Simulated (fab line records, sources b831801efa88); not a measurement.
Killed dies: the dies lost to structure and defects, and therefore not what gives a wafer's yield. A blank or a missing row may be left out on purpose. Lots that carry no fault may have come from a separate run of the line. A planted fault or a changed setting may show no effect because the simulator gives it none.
What tool caused it? + flow sky130 + 12 lots, 36 wafers sampled, at 5 steps of a route of 708

== WHAT THE GAUGES READ, wafer by wafer ==
The record holds no reading of a measuring or inspecting step that can be judged against a usual standard deviation.

== WHICH TOOL RAN EACH LOT (tool, then ch and the chambers of the sampled wafers, then the start) ==
| lot  | SKY_POLY_GATE_ETCH_16              | SKY_METAL5_SPUTTER_00        | SKY_METAL5_DESCUM_14              | SKY_METAL5_METAL_ETCH_15          | SKY_PAD_OPEN_PROBE_99   |
|------|------------------------------------|------------------------------|-----------------------------------|-----------------------------------|-------------------------|
| L704 | rie-diel-01 ch 0,1,2, day 16 13:32 | pvd-sputter-02, day 43 05:12 | rie-metal-04 ch 0,1, day 44 04:14 | rie-metal-04 ch 0,1, day 44 04:17 | -                       |
| L705 | rie-diel-01 ch 0,1,3, day 16 23:11 | pvd-sputter-02, day 43 14:25 | rie-metal-04 ch 0,1, day 44 13:43 | rie-metal-04 ch 0,1, day 44 13:49 | -                       |
| L706 | rie-diel-01 ch 0,1, day 17 07:48   | pvd-sputter-02, day 43 17:37 | rie-metal-04 ch 0,1, day 44 15:57 | rie-metal-04 ch 0,1, day 44 15:59 | -                       |
| L707 | rie-diel-02 ch 0,2,3, day 17 21:03 | pvd-sputter-04, day 44 06:34 | rie-metal-04 ch 0,1, day 45 04:57 | rie-metal-04 ch 0,1, day 45 04:59 | -                       |
| L711 | rie-diel-02 ch 0,2,3, day 19 02:29 | pvd-sputter-04, day 45 04:01 | rie-metal-03 ch 0,1, day 46 00:59 | rie-metal-03 ch 0,1, day 46 01:02 | prober-02, day 47 20:53 |
| L716 | rie-diel-02 ch 0,1,3, day 20 18:48 | pvd-sputter-03, day 46 13:20 | rie-metal-01 ch 0,1, day 47 09:54 | rie-metal-01 ch 0,1, day 47 09:56 | prober-02, day 49 04:25 |
| L717 | rie-diel-03 ch 0,1,2, day 21 06:42 | pvd-sputter-02, day 46 19:58 | rie-metal-04 ch 0,1, day 47 16:25 | rie-metal-04 ch 0,1, day 47 16:31 | -                       |
| L718 | rie-diel-01 ch 0,1,3, day 21 16:02 | pvd-sputter-04, day 46 22:41 | rie-metal-03 ch 0,1, day 47 18:57 | rie-metal-03 ch 0,1, day 47 18:59 | -                       |
| L722 | rie-diel-02 ch 1,2,3, day 23 04:23 | pvd-sputter-04, day 48 00:03 | rie-metal-03 ch 0,1, day 48 19:52 | rie-metal-03 ch 0,1, day 48 19:58 | -                       |
| L724 | rie-diel-03 ch 0,3, day 23 21:15   | pvd-sputter-03, day 48 12:49 | rie-metal-01 ch 0,1, day 49 07:33 | rie-metal-01 ch 0,1, day 49 07:35 | -                       |
| L726 | rie-diel-01 ch 0,1,3, day 24 12:08 | pvd-sputter-02, day 48 18:17 | rie-metal-01 ch 0,1, day 49 12:15 | rie-metal-01 ch 0,1, day 49 12:17 | -                       |
| L727 | rie-diel-03 ch 1,2, day 25 07:38   | pvd-sputter-04, day 49 07:49 | rie-metal-01 ch 0,1, day 50 01:21 | rie-metal-01 ch 0,1, day 50 01:23 | -                       |
- SKY_POLY_GATE_ETCH_16: etches Si3N4 in CH3F/O2, stops on poly-Si, time 147.5 s, target depth 75 nm.
- SKY_METAL5_SPUTTER_00: material Ti, target thk 15 nm, time 10 s.
- SKY_METAL5_DESCUM_14: chemistry O2, time 11 s.
- SKY_METAL5_METAL_ETCH_15: etches the open film in Cl2/BCl3, stops on SiO2, target depth 1260 nm, time 252 s.
- SKY_PAD_OPEN_PROBE_99

== WHAT THE TOOLS THEMSELVES READ (means of the sampled wafers that have a number; where no wafer has one, the mark that the record gives instead) ==
SKY_POLY_GATE_ETCH_16. Usual: drypump-motor-current-A 5.7 A, standard deviation 0.36; oes-product-au 0.640 a.u., standard deviation 0.0055; throttle-valve-pct 10.535 %, standard deviation 0.0091.
| lot  | tool        | drypump-motor-current-A (A) | oes-product-au (a.u.) | throttle-valve-pct (%) | flag |
|------|-------------|-----------------------------|-----------------------|------------------------|------|
| L704 | rie-diel-01 | 5.5                         | 0.643                 | 10.531                 |      |
| L705 | rie-diel-01 | 5.6                         | 0.634                 | 10.538                 |      |
| L706 | rie-diel-01 | 5.6                         | 0.644                 | 10.542                 |      |
| L707 | rie-diel-02 | 5.9                         | 0.640                 | 10.541                 |      |
| L711 | rie-diel-02 | 5.9                         | 0.640                 | 10.533                 |      |
| L716 | rie-diel-02 | 5.8                         | 0.643                 | 10.527                 |      |
| L717 | rie-diel-03 | 6.1                         | 0.649                 | 10.538                 |      |
| L718 | rie-diel-01 | 5.6                         | 0.642                 | 10.534                 |      |
| L722 | rie-diel-02 | 5.7                         | 0.644                 | 10.530                 |      |
| L724 | rie-diel-03 | 5.3                         | 0.640                 | 10.523                 |      |
| L726 | rie-diel-01 | 5.6                         | 0.638                 | 10.534                 |      |
| L727 | rie-diel-03 | 6.1                         | 0.636                 | 10.533                 |      |

SKY_METAL5_SPUTTER_00. Usual: 29.9 % for throttle-valve-pct, sd 1.2.
| lot  | tool           | throttle-valve-pct (%) | flag |
|------|----------------|------------------------|------|
| L704 | pvd-sputter-02 | 30.2                   |      |
| L705 | pvd-sputter-02 | 28.2                   |      |
| L706 | pvd-sputter-02 | 29.5                   |      |
| L707 | pvd-sputter-04 | 30.0                   |      |
| L711 | pvd-sputter-04 | 30.3                   |      |
| L716 | pvd-sputter-03 | 30.1                   |      |
| L717 | pvd-sputter-02 | 30.9                   |      |
| L718 | pvd-sputter-04 | 30.4                   |      |
| L722 | pvd-sputter-04 | 29.9                   |      |
| L724 | pvd-sputter-03 | 30.8                   |      |
| L726 | pvd-sputter-02 | 28.3                   |      |
| L727 | pvd-sputter-04 | 29.5                   |      |

SKY_METAL5_DESCUM_14. Usual: drypump-motor-current-A 5.8 A, standard deviation 0.48; oes-product-au 1.004 a.u., standard deviation 0.0097.
| lot  | tool         | drypump-motor-current-A (A) | oes-product-au (a.u.) | flag |
|------|--------------|-----------------------------|-----------------------|------|
| L704 | rie-metal-04 | 6.1                         | 1.003                 |      |
| L705 | rie-metal-04 | 6.2                         | 1.000                 |      |
| L706 | rie-metal-04 | 6.1                         | 0.994                 |      |
| L707 | rie-metal-04 | 6.1                         | 0.997                 |      |
| L711 | rie-metal-03 | 5.6                         | 1.020                 |      |
| L716 | rie-metal-01 | 5.6                         | 0.991                 |      |
| L717 | rie-metal-04 | 6.2                         | 0.994                 |      |
| L718 | rie-metal-03 | 5.2                         | 1.020                 |      |
| L722 | rie-metal-03 | 5.5                         | 1.012                 |      |
| L724 | rie-metal-01 | 5.4                         | 1.000                 |      |
| L726 | rie-metal-01 | 5.6                         | 1.008                 |      |
| L727 | rie-metal-01 | 5.4                         | 0.996                 |      |

SKY_METAL5_METAL_ETCH_15. Usual: drypump-motor-current-A 5.8 A, standard deviation 0.48; oes-product-au 0.894 a.u., standard deviation 0.005; throttle-valve-pct 22.264 %, standard deviation 0.0092.
| lot  | tool         | drypump-motor-current-A (A) | oes-product-au (a.u.) | throttle-valve-pct (%) | flag |
|------|--------------|-----------------------------|-----------------------|------------------------|------|
| L704 | rie-metal-04 | 6.1                         | 0.896                 | 22.263                 |      |
| L705 | rie-metal-04 | 6.2                         | 0.895                 | 22.266                 |      |
| L706 | rie-metal-04 | 6.2                         | 0.891                 | 22.276                 |      |
| L707 | rie-metal-04 | 6.1                         | 0.896                 | 22.263                 |      |
| L711 | rie-metal-03 | 5.5                         | 0.894                 | 22.261                 |      |
| L716 | rie-metal-01 | 5.6                         | 0.902                 | 22.263                 |      |
| L717 | rie-metal-04 | 6.2                         | 0.892                 | 22.266                 |      |
| L718 | rie-metal-03 | 5.2                         | 0.902                 | 22.275                 |      |
| L722 | rie-metal-03 | 5.6                         | 0.896                 | 22.266                 |      |
| L724 | rie-metal-01 | 5.4                         | 0.893                 | 22.264                 |      |
| L726 | rie-metal-01 | 5.6                         | 0.886                 | 22.261                 |      |
| L727 | rie-metal-01 | 5.4                         | 0.897                 | 22.264                 |      |

SKY_PAD_OPEN_PROBE_99. Usual: killed_at_M0_to_M3 43, standard deviation 6.6; killed_at_M4_up 3.4, standard deviation 1.8; killed-at-contacts 24, standard deviation 5.7; killed-at-front-end 15, standard deviation 4.2; killed-at-other 0.3, standard deviation 0.58; killed-dies 86, standard deviation 8; killed-open 46, standard deviation 7.2; killed-short 39, standard deviation 5.8.
| lot  | tool      | killed_at_M0_to_M3 | killed_at_M4_up | killed-at-contacts | killed-at-front-end | killed-at-other | killed-dies | killed-open | killed-short | flag |
|------|-----------|--------------------|-----------------|--------------------|---------------------|-----------------|-------------|-------------|--------------|------|
| L711 | prober-02 | 46                 | 2.3             | 29                 | 20                  | 0.0             | 97          | 54          | 37           |      |
| L716 | prober-02 | 40                 | 4.3             | 23                 | 19                  | 0.0             | 86          | 41          | 40           |      |

== THE ANSWER, worked out from the rows above alone ==
Rule: a lot counts as off when the mean over its wafers that have a number is more than 3 standard deviations away from the usual mean. A lot without any number at a reading at which 4 lots or more have one is off too. The other lots that the step has rows for count as sound. Order of review: gauges by route order, followed by the tools' own readings, for which a lot's mean as printed above is used. At the first step where some lot is off, the reading lying furthest off is the one used; lots without a number count as furthest.
Nothing can be told from this: no lot is off at any reading shown.

== WHAT HAD BEEN PUT IN BY THE SIMULATOR ==
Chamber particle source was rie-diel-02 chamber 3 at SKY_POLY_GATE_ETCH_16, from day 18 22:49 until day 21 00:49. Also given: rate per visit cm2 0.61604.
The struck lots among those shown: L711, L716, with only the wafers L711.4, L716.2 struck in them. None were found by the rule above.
